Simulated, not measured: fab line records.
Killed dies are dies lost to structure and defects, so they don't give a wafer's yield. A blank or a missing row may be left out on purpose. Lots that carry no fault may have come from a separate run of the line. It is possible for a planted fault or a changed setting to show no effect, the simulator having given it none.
Split-lot study    flow gf180mcu    23 wafers read across 5 lots, on a route 602 steps long

== ABOUT THE SPLIT ==
At GF_M4_SPUTTER_03 (material Ti, target thk 10 nm, time 6.7 s), the setting power_w was moved away from the recipe's 3000 W on 6 of the 23 wafers read, by -8.6% to -5.1%. The other wafers ran this setting at the recipe's value.

The reading comes from the split's own step.

== THE READING ==
Ti_of_M4_SPUTTER_03.thk_nm (the simulator's own value, which no gauge read), in nm, at GF_M4_SPUTTER_03 (material Ti, target thk 10 nm, time 6.7 s). No usual value for it is given in the file. Average 9.988 nm, standard deviation 0.16 nm, over the 17 wafers here run with the recipe.

wafer   tool, chamber at the split  power_w as run, W  against the recipe  Ti_of_M4_SPUTTER_03.thk_nm, nm  against lot-mates on the recipe
L076.1  pvd_sputter-02, -           3000               recipe              9.69                            -
L076.4  pvd_sputter-02, -           3000               recipe              9.964                           -
L076.5  pvd_sputter-02, -           3000               recipe              9.77                            -
L077.1  pvd_sputter-03, -           3000               recipe              10.26                           -
L077.2  pvd_sputter-03, -           3000               recipe              10.24                           -
L077.3  pvd_sputter-03, -           3000               recipe              10.18                           -
L077.5  pvd_sputter-03, -           3000               recipe              10.05                           -
L077.6  pvd_sputter-03, -           3000               recipe              10.15                           -
L081.1  pvd_sputter-03, -           3000               recipe              9.96                            -
L081.2  pvd_sputter-03, -           3000               recipe              10.04                           -
L081.4  pvd_sputter-03, -           3000               recipe              9.898                           -
L081.5  pvd_sputter-03, -           3000               recipe              9.907                           -
L081.6  pvd_sputter-03, -           3000               recipe              10.09                           -
L082.1  pvd_sputter-04, -           2741               -8.6%               8.932                           -0.915
L082.2  pvd_sputter-04, -           3000               recipe              9.876                           -
L082.3  pvd_sputter-04, -           2741               -8.6%               8.987                           -0.861
L082.4  pvd_sputter-04, -           3000               recipe              9.819                           -
L082.5  pvd_sputter-04, -           2741               -8.6%               8.809                           -1.039
L083.1  pvd_sputter-03, -           2847               -5.1%               9.436                           -0.517
L083.2  pvd_sputter-03, -           3000               recipe              9.993                           -
L083.3  pvd_sputter-03, -           3000               recipe              9.913                           -
L083.4  pvd_sputter-03, -           2847               -5.1%               9.349                           -0.604
L083.6  pvd_sputter-03, -           2847               -5.1%               9.425                           -0.528

THE FIT
A straight line over all 23 wafers: Ti_of_M4_SPUTTER_03.thk_nm changes by +0.123 nm for each +1% of power_w; r = +0.94; the points scatter about the line by 0.15 nm.
The same after taking each lot's own level away (the mean of its wafers on the recipe; 23 wafers): +0.108 nm for each +1%; r = +0.98; scatter 0.076 nm.
On that fit, the largest move of power_w shifts the reading by 0.94 nm.
Measured against the standard deviation above, the lots' own levels, which go from 9.8080 to 10.1760 nm, span 2.4 times it.
Thus the slope moves with the lot-to-lot level: the two fits are different.
Check: for one of the wafers moved furthest among these (-8.6%), held out of the fit, the line's prediction against its lot-mates is -0.943 nm. It came out at -0.915 nm against them.

== ADDITIONAL SPLITS CARRIED BY THESE WAFERS ==
Before the reading, these wafers also passed through other splits. Each is held against what the fit with the lots' levels taken away leaves over:
other split on the same wafers   wafers away from the commonest value  r with Ti_of_M4_SPUTTER_03.thk_nm (lot level and that fit taken away)
GF_M3_SPUTTER_04 power_w         6                                     -0.05
GF_V3_CMP_04 leave_above_ref_nm  5                                     -0.11
GF_V3_ETCH_17 source_w           7                                     +0.16
GF_M4_SPUTTER_00 power_w         6                                     -0.07

== THE FILE'S OWN FIT ==
Ti_of_M4_SPUTTER_03.thk_nm changes by +0.108 nm for each +1% of power_w, r = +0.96.
